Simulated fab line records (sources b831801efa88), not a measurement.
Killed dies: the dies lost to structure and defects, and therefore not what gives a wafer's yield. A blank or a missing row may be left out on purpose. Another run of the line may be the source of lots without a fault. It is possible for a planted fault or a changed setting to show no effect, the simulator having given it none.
fab line records | flow sky130
[record] lots = 6 | wafers = 18 | last_day = 51
route steps=708 shown LDD_P@263 LDD_HVN@267 LDD_HVP@278 PAD_OPEN@708
lots with no fault: from the same line, run without faults
start_h: start of the lot's first displayed wafer, in hours after the record's first day | wait_h: how many hours have passed since the lot's step before this one | " identical to the entry in the row above | L1.1+2: one row covering several wafers at once | - no value present, or no start provided | * or withheld: withheld | < > ~ a bound
route shown NAME@n: a module of which the file shows steps, and the number in the route of the first | usual: the fault-free wafers' mean and standard deviation | same: alike in all rows | chamber/n: place in a boat | sites: the reading at each site | _std_site: the values' standard deviation | _edge_site: mean of outer sites minus mean of inner sites | radius_mm: for every site, how far away it sits from the centre of the wafer | mask NAME#n: copy n | behind: the tool/chamber that last shaped the wafer | hold: what put the lot on hold/how long, in hours/how the hold closed | device: transistor that didn't switch, given as n, p or np | end of line: at the end of the route, the tests of the same wafers | a step without rows: its recipe alone | killed: dies lost to structure and defects at the first sort, not the wafer's yield | map: dies across one wafer; x = killed, . = not, _ = none there
set.NAME: the setting the step ran with; set.NAME@STEP: the setting that earlier step ran with | model.NAME: the simulator's own value behind a step, which no gauge read
certain route steps with their lots: each step a table, each wafer a row
services: a tool's chamber out of use, with start hour (start_h, from the record's first day; less than 0 if before it), hours out, and reason
[[steps]]
[step SKY_LDD_P_OVL_MEAS_08]
[usual] LDD_P_OVL = -0.2/1.2
lot.wafer | tool       | chamber | start_h | wait_h | LDD_P_OVL[nm]
L192.1    | overlay-01 | -       | 485.09  | 0.1    | -0.7
L192.2    | "          | -       | "       | "      | 1.1
L192.6    | "          | -       | "       | "      | 0.5
L195.1    | overlay-01 | -       | 509.55  | 0.1    | 1.8
L195.2    | "          | -       | "       | "      | 0.4
L195.6    | "          | -       | "       | "      | 1.7
L196.1    | overlay-02 | -       | 510.15  | 0.1    | 0.3
L196.4    | "          | -       | "       | "      | 0.9
L196.5    | "          | -       | "       | "      | 1.3
L203.2    | overlay-01 | -       | 599.10  | 0.1    | 0.2
L203.5    | "          | -       | "       | "      | 0.1
L203.6    | "          | -       | "       | "      | 0.2
L208.1    | overlay-02 | -       | 630.19  | 0.1    | -0.9
L208.3    | "          | -       | "       | "      | -2.5
L208.5    | "          | -       | "       | "      | -1.2
L211.1    | overlay-01 | -       | 645.34  | 0.1    | -1.5
L211.3    | "          | -       | "       | "      | -0.3
L211.6    | "          | -       | "       | "      | -1.0
[step SKY_LDD_P_IMPLANT_09]
[recipe] species = BF2 | energy_kev = 25 | dose_cm2 = 1e+13 | tilt_deg = withheld
[step SKY_LDD_P_STRIP_10]
[recipe] chemistry = O2/N2 | power_w = 1400 | pressure_mtorr = 1500 | platen_temp_c = withheld | o2_flow_sccm = 3000 | n2_flow_sccm = 300 | overash_fraction = 0.5
[usual] drypump_motor_current_A = 5.5/0.47 | oes_product_au = 0.716/0.0041 | strip_time_to_endpoint_s = 14.18/0.041
[same] overash_fraction = 0.5
lot.wafer | tool            | chamber | start_h | wait_h | drypump_motor_current_A | oes_product_au | rf_hours_counter_h | strip_time_to_endpoint_s
L192.1    | plasma_asher-02 | 1       | 485.28  | 0.1    | 5.6                     | 0.714          | 37                 | 14.20
L192.2    | "               | 0       | "       | "      | 5.1                     | 0.707          | 37                 | 14.19
L192.6    | "               | 0       | "       | "      | 5.1                     | 0.715          | -                  | 14.15
L195.1    | plasma_asher-02 | 1       | 509.73  | 0.1    | 5.6                     | 0.716          | 40                 | 14.18
L195.2    | "               | 0       | "       | "      | 5.1                     | 0.715          | 40                 | 14.23
L195.6    | "               | 0       | "       | "      | 5.1                     | 0.723          | -                  | 14.22
L196.1    | plasma_asher-03 | 1       | 510.33  | 0.1    | 5.8                     | 0.718          | 79                 | 14.29
L196.4    | "               | 0       | "       | "      | 6.4                     | 0.710          | -                  | 14.21
L196.5    | "               | 1       | "       | "      | 5.8                     | 0.717          | -                  | 14.20
L203.2    | plasma_asher-02 | 0       | 599.28  | 0.1    | 5.1                     | 0.712          | 48                 | 14.13
L203.5    | "               | 0       | "       | "      | 5.1                     | 0.714          | -                  | 14.20
L203.6    | "               | 1       | "       | "      | 5.6                     | 0.714          | -                  | 14.17
L208.1    | plasma_asher-01 | 1       | 630.38  | 0.1    | 4.8                     | 0.719          | 82                 | 14.12
L208.3    | "               | 1       | "       | "      | 4.9                     | 0.716          | -                  | 14.11
L208.5    | "               | 0       | "       | "      | 5.7                     | 0.716          | -                  | 14.14
L211.1    | plasma_asher-03 | 0       | 645.53  | 0.1    | 6.3                     | 0.711          | 93                 | 14.15
L211.3    | "               | 1       | "       | "      | 5.8                     | 0.717          | -                  | 14.18
L211.6    | "               | 0       | "       | "      | 6.3                     | 0.711          | -                  | 14.19
[step SKY_LDD_P_TW_MEAS_11]
[usual] LDD_P_TW = 635/5.4
lot.wafer | tool          | chamber | start_h | wait_h | LDD_P_TW
L192.1    | film_metro-03 | -       | 485.38  | 0.1    | 644
L192.2    | "             | -       | "       | "      | 642
L192.6    | "             | -       | "       | "      | 640
L195.1    | film_metro-02 | -       | 509.83  | 0.1    | 630
L195.2    | "             | -       | "       | "      | 636
L195.6    | "             | -       | "       | "      | 634
L196.1    | film_metro-02 | -       | 510.43  | 0.1    | 635
L196.4    | "             | -       | "       | "      | 633
L196.5    | "             | -       | "       | "      | 633
L203.2    | film_metro-02 | -       | 599.39  | 0.1    | 635
L203.5    | "             | -       | "       | "      | 635
L203.6    | "             | -       | "       | "      | 629
L208.1    | film_metro-03 | -       | 630.48  | 0.1    | 633
L208.3    | "             | -       | "       | "      | 631
L208.5    | "             | -       | "       | "      | 629
L211.1    | film_metro-02 | -       | 645.63  | 0.1    | 624
L211.3    | "             | -       | "       | "      | 627
L211.6    | "             | -       | "       | "      | 628
[step SKY_LDD_HVN_DEHYDRATE_00]
[recipe] temp_c = 200 | time_s = 60
[step SKY_LDD_HVN_HMDS_01]
[recipe] prime_time_s = 60 | prime_temp_c = 120
[step SKY_LDD_HVN_COAT_02]
[recipe] resist = NOVOLAK | spin_rpm = 3000 | resist_thk_nm = 300
[step SKY_LDD_HVN_SOFTBAKE_03]
[recipe] temp_c = 90 | time_s = 60 | resist = NOVOLAK
[step SKY_LDD_HVN_EXPOSE_04]
[recipe] mask_id = HVNTM | na = 0.6 | source_shape = conventional | sigma_outer = 0.6 | polarization = unpolarized | target_cd_nm = 700 | dose_mj = 127
[step SKY_LDD_HVN_PEB_05]
[recipe] temp_c = withheld | time_s = * | resist = NOVOLAK
[step SKY_LDD_HVN_DEVELOP_06]
[recipe] resist = NOVOLAK | developer = TMAH | develop_time_s = 60 | dev_temp_c = 23
[step SKY_LDD_HVN_OVL_MEAS_07]
[usual] LDD_HVN_OVL = 0.0/1.4
lot.wafer | tool       | chamber | start_h | wait_h | LDD_HVN_OVL[nm]
L192.1    | overlay-02 | -       | 515.43  | 0.1    | 2.6
L192.2    | "          | -       | "       | "      | 2.0
L192.6    | "          | -       | "       | "      | 2.2
L195.1    | overlay-02 | -       | 540.08  | 0.1    | 2.4
L195.2    | "          | -       | "       | "      | 2.4
L195.6    | "          | -       | "       | "      | 1.8
L196.1    | overlay-01 | -       | 541.03  | 0.1    | 0.3
L196.4    | "          | -       | "       | "      | 1.5
L196.5    | "          | -       | "       | "      | 1.7
L203.2    | overlay-02 | -       | 628.03  | 0.1    | 0.6
L203.5    | "          | -       | "       | "      | 1.5
L203.6    | "          | -       | "       | "      | 1.3
L208.1    | overlay-01 | -       | 659.62  | 0.1    | -1.5
L208.3    | "          | -       | "       | "      | -2.0
L208.5    | "          | -       | "       | "      | -2.6
L211.1    | overlay-01 | -       | 674.58  | 0.1    | 0.6
L211.3    | "          | -       | "       | "      | 0.9
L211.6    | "          | -       | "       | "      | 1.8
[step SKY_LDD_HVN_IMPLANT_08]
[recipe] species = P | energy_kev = 60 | dose_cm2 = 3e+13 | tilt_deg = 40
[usual] beam_energy_keV = 60.000/0.018 | tilt_deg = 40.002/0.022
lot.wafer | tool         | chamber | start_h | wait_h | beam_energy_keV | tilt_deg | model.implant.rp_nm | model.implant.drp_nm
L192.1    | implanter-04 | 0       | 515.47  | 0.0    | 59.976          | 39.993   | 55.01               | 28.15
L192.2    | "            | 0       | "       | "      | 60.005          | 39.989   | 55.01               | 28.15
L192.6    | "            | 0       | "       | "      | 60.009          | 40.006   | 55.01               | 28.15
L195.1    | implanter-04 | 0       | 540.12  | 0.0    | 72.221          | 39.964   | 67.65               | 33.09
L195.2    | "            | 0       | "       | "      | 72.209          | 39.984   | 67.65               | 33.09
L195.6    | "            | 0       | "       | "      | 72.215          | 39.985   | 67.65               | 33.09
L196.1    | implanter-04 | 0       | 541.07  | 0.0    | 72.243          | 40.012   | 67.48               | 33.09
L196.4    | "            | 0       | "       | "      | 72.254          | 39.998   | 67.48               | 33.09
L196.5    | "            | 0       | "       | "      | 72.233          | 39.996   | 67.48               | 33.09
L203.2    | implanter-04 | 0       | 628.08  | 0.0    | 59.994          | 39.990   | 56.63               | 28.15
L203.5    | "            | 0       | "       | "      | 59.979          | 39.986   | 56.63               | 28.15
L203.6    | "            | 0       | "       | "      | 60.007          | 39.995   | 56.63               | 28.15
L208.1    | implanter-03 | 0       | 659.66  | 0.0    | 60.017          | 39.990   | 56.59               | 28.15
L208.3    | "            | 0       | "       | "      | 60.007          | 40.019   | 56.59               | 28.15
L208.5    | "            | 0       | "       | "      | 59.984          | 39.959   | 56.59               | 28.15
L211.1    | implanter-02 | 0       | 674.62  | 0.0    | 59.986          | 40.011   | 56.58               | 28.15
L211.3    | "            | 0       | "       | "      | 59.977          | 39.995   | 56.58               | 28.15
L211.6    | "            | 0       | "       | "      | 60.008          | 40.001   | 56.58               | 28.15
[step SKY_LDD_HVN_STRIP_09]
[recipe] chemistry = O2/N2 | power_w = 1400 | pressure_mtorr = 1500 | platen_temp_c = withheld | o2_flow_sccm = 3000 | n2_flow_sccm = 300 | overash_fraction = 0.5
[usual] drypump_motor_current_A = 5.4/0.54 | oes_product_au = 0.408/0.0044 | strip_time_to_endpoint_s = 4.131/0.015
[same] overash_fraction = 0.5
lot.wafer | tool            | chamber | start_h | wait_h | drypump_motor_current_A | oes_product_au | rf_hours_counter_h | strip_time_to_endpoint_s
L192.1    | plasma_asher-04 | 1       | 515.62  | 0.1    | 4.9                     | 0.415          | 9                  | 4.133
L192.2    | "               | 0       | "       | "      | 5.2                     | 0.409          | 9                  | 4.128
L192.6    | "               | 0       | "       | "      | 5.2                     | 0.408          | -                  | 4.135
L195.1    | plasma_asher-01 | 1       | 540.27  | 0.1    | 4.8                     | 0.406          | 73                 | 4.117
L195.2    | "               | 0       | "       | "      | 5.7                     | 0.410          | 73                 | 4.137
L195.6    | "               | 0       | "       | "      | 5.7                     | 0.415          | -                  | 4.103
L196.1    | plasma_asher-04 | 1       | 541.22  | 0.1    | 4.9                     | 0.412          | 12                 | 4.115
L196.4    | "               | 1       | "       | "      | 4.9                     | 0.407          | -                  | 4.131
L196.5    | "               | 0       | "       | "      | 5.2                     | 0.414          | -                  | 4.125
L203.2    | plasma_asher-03 | 1       | 628.21  | 0.1    | 5.8                     | 0.411          | 91                 | 4.140
L203.5    | "               | 0       | "       | "      | 6.4                     | 0.410          | -                  | 4.120
L203.6    | "               | 1       | "       | "      | 5.8                     | 0.414          | -                  | 4.134
L208.1    | plasma_asher-01 | 1       | 659.81  | 0.1    | 4.9                     | 0.404          | 85                 | 4.148
L208.3    | "               | 1       | "       | "      | 4.9                     | 0.409          | -                  | 4.138
L208.5    | "               | 0       | "       | "      | 5.7                     | 0.413          | -                  | 4.137
L211.1    | plasma_asher-01 | 1       | 674.77  | 0.1    | 4.8                     | 0.411          | 86                 | 4.126
L211.3    | "               | 1       | "       | "      | 4.8                     | 0.408          | -                  | 4.115
L211.6    | "               | 1       | "       | "      | 4.9                     | 0.404          | -                  | 4.131
[step SKY_LDD_HVN_TW_MEAS_10]
[usual] LDD_HVN_TW = 1437/8.7
lot.wafer | tool          | chamber | start_h | wait_h | LDD_HVN_TW
L192.1    | film_metro-02 | -       | 515.72  | 0.1    | 1427
L192.2    | "             | -       | "       | "      | 1431
L192.6    | "             | -       | "       | "      | 1432
L195.1    | film_metro-04 | -       | 540.37  | 0.1    | 1524
L195.2    | "             | -       | "       | "      | 1518
L195.6    | "             | -       | "       | "      | 1523
L196.1    | film_metro-01 | -       | 541.32  | 0.1    | 1506
L196.4    | "             | -       | "       | "      | 1501
L196.5    | "             | -       | "       | "      | 1497
L203.2    | film_metro-01 | -       | 628.32  | 0.1    | 1451
L203.5    | "             | -       | "       | "      | 1432
L203.6    | "             | -       | "       | "      | 1430
L208.1    | film_metro-01 | -       | 659.91  | 0.1    | 1427
L208.3    | "             | -       | "       | "      | 1428
L208.5    | "             | -       | "       | "      | 1433
L211.1    | film_metro-02 | -       | 674.87  | 0.1    | 1430
L211.3    | "             | -       | "       | "      | 1431
L211.6    | "             | -       | "       | "      | 1428
[step SKY_LDD_HVP_DEHYDRATE_00]
[recipe] temp_c = 200 | time_s = 60
[step SKY_PAD_OPEN_PROBE_99]
[usual] killed_at_M0_to_M3 = 44/7.4 | killed_at_M4_up = 3.1/1.8 | killed_at_contacts = 25/6 | killed_at_front_end = 15/4.4 | killed_at_other = 0.3/0.49 | killed_dies = 88/10 | killed_open = 48/7.4 | killed_short = 39/6.3
[same] gross_dies = 492 | killed_at_back_side = 0
lot.wafer | tool      | chamber | start_h | wait_h | killed_at_M0_to_M3 | killed_at_M4_up | killed_at_contacts | killed_at_front_end | killed_at_other | killed_dies | killed_open | killed_short | model.etest.tip_n_5v.rs_ohm_sq | model.etest.nfet_g5v0d10v5.r_on_ohm_um | model.etest.nfet_g5v0d10v5.drive_ua_um | model.etest.nfet_g5v0d10v5.vt_sat_v | model.etest.nfet_g5v0d10v5.vt_v
L192.1    | prober-01 | -       | 1118.00 | 0.1    | 42                 | 2               | 19                 | 19                  | 0               | 82          | 39          | 43           | 1400                           | 1890                                   | 609.9                                  | 0.7531                              | 0.8087
L192.2    | prober-01 | -       | 1118.05 | 0.1    | 48                 | 4               | 24                 | 9                   | 1               | 86          | 42          | 44           | 1394                           | 1882                                   | 612.5                                  | 0.7471                              | 0.8039
L192.6    | prober-01 | -       | 1118.25 | 0.2    | 37                 | 2               | 30                 | 17                  | 0               | 86          | 51          | 35           | 1405                           | 1888                                   | 599.7                                  | 0.7645                              | 0.8213
L195.1    | prober-01 | -       | 1134.27 | 0.1    | 46                 | 4               | 25                 | 9                   | 1               | 85          | 47          | 37           | 1287                           | 1826                                   | 631.8                                  | 0.7349                              | 0.8056
L195.2    | prober-01 | -       | 1134.32 | 0.1    | 49                 | 4               | 22                 | 14                  | 1               | 90          | 45          | 45           | 1289                           | 1835                                   | 625                                    | 0.7282                              | 0.7971
L195.6    | prober-01 | -       | 1134.52 | 0.2    | 38                 | 3               | 37                 | 13                  | 0               | 91          | 62          | 29           | 1287                           | 1828                                   | 628                                    | 0.7351                              | 0.8059
L196.1    | prober-02 | -       | 1134.95 | 0.1    | 42                 | 8               | 17                 | 16                  | 0               | 83          | 43          | 40           | 1284                           | 1834                                   | 616.9                                  | 0.7414                              | 0.8103
L196.4    | prober-02 | -       | 1135.10 | 0.2    | 41                 | 4               | 22                 | 7                   | 2               | 76          | 42          | 34           | 1282                           | 1813                                   | 632.4                                  | 0.7269                              | 0.7986
L196.5    | prober-02 | -       | 1135.15 | 0.2    | 46                 | 4               | 19                 | 14                  | 1               | 84          | 49          | 35           | 1282                           | 1830                                   | 631.9                                  | 0.7207                              | 0.7899
L203.2    | prober-01 | -       | 1184.70 | 0.1    | 31                 | 6               | 22                 | 19                  | 0               | 78          | 44          | 34           | 1390                           | 1902                                   | 592.2                                  | 0.7866                              | 0.8456
L203.5    | prober-01 | -       | 1184.85 | 0.2    | 35                 | 1               | 26                 | 20                  | 0               | 82          | 47          | 35           | 1400                           | 1881                                   | 601.4                                  | 0.7785                              | 0.8377
L203.6    | prober-01 | -       | 1184.90 | 0.2    | 50                 | 2               | 17                 | 15                  | 0               | 84          | 47          | 37           | 1400                           | 1884                                   | 599.2                                  | 0.7723                              | 0.8296
L208.1    | prober-02 | -       | 1207.81 | 0.1    | 42                 | 4               | 19                 | 16                  | 0               | 81          | 46          | 35           | 1414                           | 1891                                   | 608.4                                  | 0.7584                              | 0.8136
L208.3    | prober-02 | -       | 1207.91 | 0.2    | 48                 | 5               | 15                 | 15                  | 1               | 84          | 49          | 35           | 1410                           | 1880                                   | 605.9                                  | 0.7547                              | 0.8123
L208.5    | prober-02 | -       | 1208.01 | 0.2    | 37                 | 2               | 28                 | 15                  | 0               | 82          | 54          | 28           | 1404                           | 1852                                   | 613.5                                  | 0.7598                              | 0.8179
L211.1    | prober-01 | -       | 1214.05 | 0.1    | 52                 | 1               | 26                 | 16                  | 0               | 95          | 50          | 45           | 1349                           | 1892                                   | 598                                    | 0.7795                              | 0.8438
L211.3    | prober-01 | -       | 1214.15 | 0.2    | 30                 | 6               | 29                 | 17                  | 0               | 82          | 48          | 34           | 1360                           | 1894                                   | 596.4                                  | 0.7774                              | 0.8403
L211.6    | prober-01 | -       | 1214.30 | 0.2    | 38                 | 5               | 34                 | 20                  | 1               | 98          | 59          | 39           | 1359                           | 1860                                   | 605.3                                  | 0.7692                              | 0.8312
// killed by level:class
L192.1 CONTACT:geometric_particle:open=8 FIELD_ISO:geometric_particle:short=6 VIA1:geometric_particle:short=6 VIA1:geometric_particle:open=6 VIA3:geometric_particle:open=6 VIA2:geometric_particle:open=5 SPACER:geometric_particle:short=4 CONTACT:geometric_particle:short=4
L192.2 METAL1:geometric_particle:short=11 LI_CONTACT:geometric_particle:open=9 VIA2:geometric_particle:open=7 CONTACT:geometric_particle:short=6 VIA1:geometric_particle:open=6 VIA3:geometric_particle:open=6 CONTACT:geometric_particle:open=5 FIELD_ISO:geometric_particle:short=4
L192.6 LI_CONTACT:geometric_particle:open=13 VIA1:geometric_particle:open=10 CONTACT:geometric_particle:open=7 VIA3:geometric_particle:open=7 CONTACT:geometric_particle:short=6 METAL3:geometric_particle:short=5 FIELD_ISO:geometric_particle:short=4 METAL1:geometric_particle:short=4
L195.1 LI_CONTACT:geometric_particle:open=11 VIA1:geometric_particle:open=10 VIA2:geometric_particle:open=8 VIA2:geometric_particle:short=6 CONTACT:geometric_particle:short=5 FIELD_ISO:geometric_particle:open=4 LI_CONTACT:geometric_particle:short=4 CONTACT:geometric_particle:open=4
L195.2 METAL1:geometric_particle:short=8 LI_CONTACT:geometric_particle:open=8 VIA1:geometric_particle:open=7 CONTACT:geometric_particle:open=6 VIA3:geometric_particle:short=6 VIA2:geometric_particle:short=6 METAL2:geometric_particle:short=6 CONTACT:geometric_particle:short=5
L195.6 VIA3:geometric_particle:open=13 LI_CONTACT:geometric_particle:open=12 CONTACT:geometric_particle:open=11 VIA2:geometric_particle:open=9 VIA1:geometric_particle:open=8 CONTACT:geometric_particle:short=7 FIELD_ISO:geometric_particle:open=6 LI_CONTACT:geometric_particle:short=3
L196.1 VIA1:geometric_particle:open=10 METAL4:geometric_particle:short=8 METAL1:geometric_particle:short=6 CONTACT:geometric_particle:open=6 VIA2:geometric_particle:open=5 VIA3:geometric_particle:open=5 METAL2:geometric_particle:short=4 METAL3:geometric_particle:short=4
L196.4 VIA1:geometric_particle:open=9 CONTACT:geometric_particle:open=8 VIA1:geometric_particle:short=7 METAL2:geometric_particle:short=6 VIA3:geometric_particle:open=6 LI_CONTACT:geometric_particle:open=5 LI_CONTACT:geometric_particle:short=4 LOCAL_INTERCONNECT:geometric_particle:short=4
L196.5 CONTACT:geometric_particle:open=11 VIA1:geometric_particle:open=8 VIA2:geometric_particle:open=7 METAL2:geometric_particle:short=7 VIA3:geometric_particle:open=5 METAL1:geometric_particle:short=5 VIA1:geometric_particle:short=5 LI_CONTACT:geometric_particle:open=4
L203.2 FIELD_ISO:geometric_particle:short=7 LI_CONTACT:geometric_particle:open=7 CONTACT:geometric_particle:open=7 FIELD_ISO:geometric_particle:open=6 VIA3:geometric_particle:open=6 LI_CONTACT:geometric_particle:short=5 VIA1:geometric_particle:open=5 VIA2:geometric_particle:open=5
L203.5 CONTACT:geometric_particle:open=9 VIA2:geometric_particle:open=8 FIELD_ISO:geometric_particle:short=7 LI_CONTACT:geometric_particle:open=7 LI_CONTACT:geometric_particle:short=6 POLY_GATE:geometric_particle:open=6 VIA1:geometric_particle:open=6 METAL2:geometric_particle:short=6
L203.6 VIA1:geometric_particle:open=11 VIA2:geometric_particle:open=11 CONTACT:geometric_particle:open=9 VIA1:geometric_particle:short=8 METAL1:geometric_particle:short=6 FIELD_ISO:geometric_particle:short=5 LI_CONTACT:geometric_particle:open=4 VIA3:geometric_particle:open=4
L208.1 VIA1:geometric_particle:open=13 CONTACT:geometric_particle:open=8 VIA2:geometric_particle:short=6 VIA2:geometric_particle:open=5 VIA3:geometric_particle:short=5 POLY_GATE:geometric_particle:open=4 POLY_GATE:geometric_particle:short=4 METAL2:geometric_particle:short=4
L208.3 VIA1:geometric_particle:open=12 VIA3:geometric_particle:open=11 VIA1:geometric_particle:short=6 FIELD_ISO:geometric_particle:short=5 LI_CONTACT:geometric_particle:open=5 VIA2:geometric_particle:open=5 CONTACT:geometric_particle:open=4 METAL1:geometric_particle:short=4
L208.5 CONTACT:geometric_particle:open=11 FIELD_ISO:geometric_particle:open=8 VIA3:geometric_particle:open=8 VIA2:geometric_particle:open=6 LOCAL_INTERCONNECT:geometric_particle:short=5 METAL1:geometric_particle:short=5 VIA1:geometric_particle:open=5 VIA1:geometric_particle:short=5
L211.1 VIA2:geometric_particle:open=9 LI_CONTACT:geometric_particle:open=8 CONTACT:geometric_particle:open=8 VIA3:geometric_particle:open=8 VIA1:geometric_particle:open=7 VIA3:geometric_particle:short=7 POLY_GATE:geometric_particle:open=5 POLY_GATE:geometric_particle:short=4
L211.3 CONTACT:geometric_particle:open=10 VIA2:geometric_particle:open=9 LI_CONTACT:geometric_particle:open=7 CONTACT:geometric_particle:short=7 FIELD_ISO:geometric_particle:open=4 VIA1:geometric_particle:open=4 POLY_GATE:geometric_particle:open=4 METAL4:geometric_particle:short=4
L211.6 CONTACT:geometric_particle:open=14 VIA1:geometric_particle:open=9 CONTACT:geometric_particle:short=8 VIA3:geometric_particle:open=8 FIELD_ISO:geometric_particle:open=7 VIA2:geometric_particle:open=7 LI_CONTACT:geometric_particle:open=6 METAL4:geometric_particle:short=5
[[services]]
tool            | chamber | start_h | hours | kind
plasma_asher-04 | -       | 476.36  | 1.3   | repair
implanter-04    | -       | 480.98  | 6.1   | pm
implanter-03    | -       | 529.39  | 4.4   | repair
plasma_asher-02 | -       | 532.36  | 11.8  | pm
implanter-04    | -       | 532.81  | 0.9   | repair
plasma_asher-03 | -       | 536.17  | 4.3   | pm
plasma_asher-01 | -       | 539.71  | 0.5   | repair
plasma_asher-04 | -       | 555.30  | 6.8   | repair
implanter-03    | -       | 557.31  | 3.7   | repair
implanter-02    | -       | 613.61  | 4.6   | repair
implanter-03    | -       | 624.95  | 20.4  | repair
plasma_asher-04 | -       | 636.08  | 14.6  | pm
[[key]]
[first_sign] step = SKY_LDD_HVN_IMPLANT_08 | reading = beam_energy_keV | direction = up | sigmas = 99+ | usual = * | struck = *
[effect] step = SKY_LDD_HVN_TW_MEAS_10 | reading = LDD_HVN_TW | direction = up | sigmas = 8.5 | usual = 1437 | struck = 1512
[model_effect] step = SKY_LDD_HVN_IMPLANT_08 | value = implant.rp_nm | without = 55.86 | struck = 67.56
[model_effect] step = SKY_PAD_OPEN_PROBE_99 | value = etest.tip_n_5v.rs_ohm_sq | without = 1392 | struck = 1285
met_at SKY_LDD_HVN_IMPLANT_08
struck_wafers L195.1,L195.2,L195.6,L196.1,L196.4,L196.5
tester_left_out L195,L196
onset_between 515.47 540.12
[fault] kind = process_parameter_drift | tool = implanter-04 | chamber = - | onset_h = 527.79 | steps = SKY_LDD_HVN_IMPLANT_08 | channel = energy_kev | offset = * | shape = step | end_h = 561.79 | acts_in = * | stated = *
// tester_left_out: of these lots the tester's yield and bins aren't shown, on N5 and GAA mostly nor the transistor test; their killed dies are dies lost to structure and defects alone, not to doping, threshold or leakage, so they don't give the yield
